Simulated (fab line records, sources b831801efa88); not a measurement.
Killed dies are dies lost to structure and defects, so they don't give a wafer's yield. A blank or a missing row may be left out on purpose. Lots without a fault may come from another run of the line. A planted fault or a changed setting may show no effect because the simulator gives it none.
A struck lot beside a sound one | flow sky130 | 15 steps out of a route of 708
Sound: wafers L854.3, L854.4, L854.5. Struck: wafers L866.1, L866.4, L866.5. The cause comes at the end.
At each step with rows: each side's tool, then ch and its chambers, then its first start. Under that, the readings that differ: sound wafers | struck wafers | difference of the means | sigmas: that difference in standard deviations of wafers without a fault.
alike: readings whose means differ by less than 2 such deviations, and words and numbers that are the same on both sides. not compared: withheld readings, readings that some wafer has no value for, bounds like >300 that may hide the same value, and numbers for which the record gives no deviation and whose values overlap.
The two part at a step that has a row with sigmas, a row that says differs or no value, or rows on one side only. Numbers that don't overlap but have no deviation are shown without sigmas and don't part them. A reading that every wafer of one side lacks parts them only if that side has two wafers or more.

first, 4 steps without rows for these wafers: SKY_LI_CONTACT_SOFTBAKE_08 (time 90 s); SKY_LI_CONTACT_EXPOSE_09 (exposes mask LICM1, target cd 170 nm); SKY_LI_CONTACT_PEB_10; SKY_LI_CONTACT_DEVELOP_11 (develop time 60 s).
SKY_LI_CONTACT_CD_MEAS_12: target cd 170 nm.
  sound on cd_sem-01, day 30 04:29; struck on cd_sem-02, day 33 23:44
  alike: cd_nm
SKY_LI_CONTACT_OVL_MEAS_13:
  sound on overlay-01, day 30 04:34; struck on overlay-01, day 33 23:52
  alike: LI_CONTACT_OVL
SKY_LI_CONTACT_ETCH_14: etches BARC in N2/H2, stops on SiO2, time 45.9 s, target depth 60 nm.
  sound on rie_diel-02 ch 0,2,3, day 30 04:36; struck on rie_diel-01 ch 0,2,3, day 33 23:54
  alike: drypump_motor_current_A, oes_product_au, throttle_valve_pct
  not compared: rf_hours_counter_h
SKY_LI_CONTACT_ETCH_15: etches PSG in C4F8/O2/Ar, stops on Si, target depth 600 nm.
  sound on rie_diel-02 ch 0,2,3, day 30 04:38; struck on rie_diel-01 ch 0,2,3, day 33 23:56
  alike: oes_product_au
SKY_LI_CONTACT_STRIP_16: strips in O2/N2.
  sound on plasma_asher-03 ch 0,1, day 30 04:46; struck on plasma_asher-01 ch 1, day 34 00:02
  reading                     | sound       | struck      | difference | sigmas
  drypump_motor_current_A (A) | 5.2 5.3 5.3 | 6.7 6.7 6.8 | +1.5       | +3
  alike: oes_product_au, strip_time_to_endpoint_s
  not compared: rf_hours_counter_h
then, 2 steps without rows for these wafers: SKY_LI_CONTACT_CLEAN_17 (cleans in NMP, time 600 s); SKY_LI_CONTACT_PRE_CLEAN_18 (time 5.6 s).
SKY_LI_CONTACT_SPUTTER_19: material Ti, target thk 20 nm, time 106.37 s.
  sound on pvd_sputter-02, day 30 05:01; struck on pvd_sputter-02, day 34 00:20
  alike: throttle_valve_pct
SKY_LI_CONTACT_SPUTTER_20: material TiN, target thk 20 nm, time 80 s.
  sound on pvd_sputter-02, day 30 05:06; struck on pvd_sputter-02, day 34 00:25
  reading                                        | sound             | struck            | difference | sigmas
  model.TiN_of_LI_CONTACT_SPUTTER_20.thk_nm (nm) | 19.85 20.01 20.15 | 21.56 21.11 21.64 | +1.43      |
  alike: throttle_valve_pct
SKY_LI_CONTACT_CVD_21: deposits W, target thk 400 nm, time 120.56 s.
  sound on cvd_w-02 ch 0,1, day 30 05:12; struck on cvd_w-01 ch 0,1, day 34 00:28
  alike: heater_power_w
-- the record jumps here: 15 days lie between the struck wafers' starts before and after (it left off in module LI_CONTACT and takes up again in module PAD_OPEN, whose first step shown is number 708 of the route) --
SKY_PAD_OPEN_PROBE_99:
  sound on prober-01, day 46 12:32; struck on prober-02, day 49 09:34
  alike: killed_at_M0_to_M3, killed_at_M4_up, killed_at_contacts, killed_at_front_end, killed_at_other, killed_dies, killed_open, killed_short

WHERE THEY PART
Only at SKY_LI_CONTACT_STRIP_16, within this record. Later steps at which nothing parts them and some readings are alike: SKY_LI_CONTACT_SPUTTER_19, SKY_LI_CONTACT_SPUTTER_20, SKY_LI_CONTACT_CVD_21, SKY_PAD_OPEN_PROBE_99.

WHY: what the simulator had put in
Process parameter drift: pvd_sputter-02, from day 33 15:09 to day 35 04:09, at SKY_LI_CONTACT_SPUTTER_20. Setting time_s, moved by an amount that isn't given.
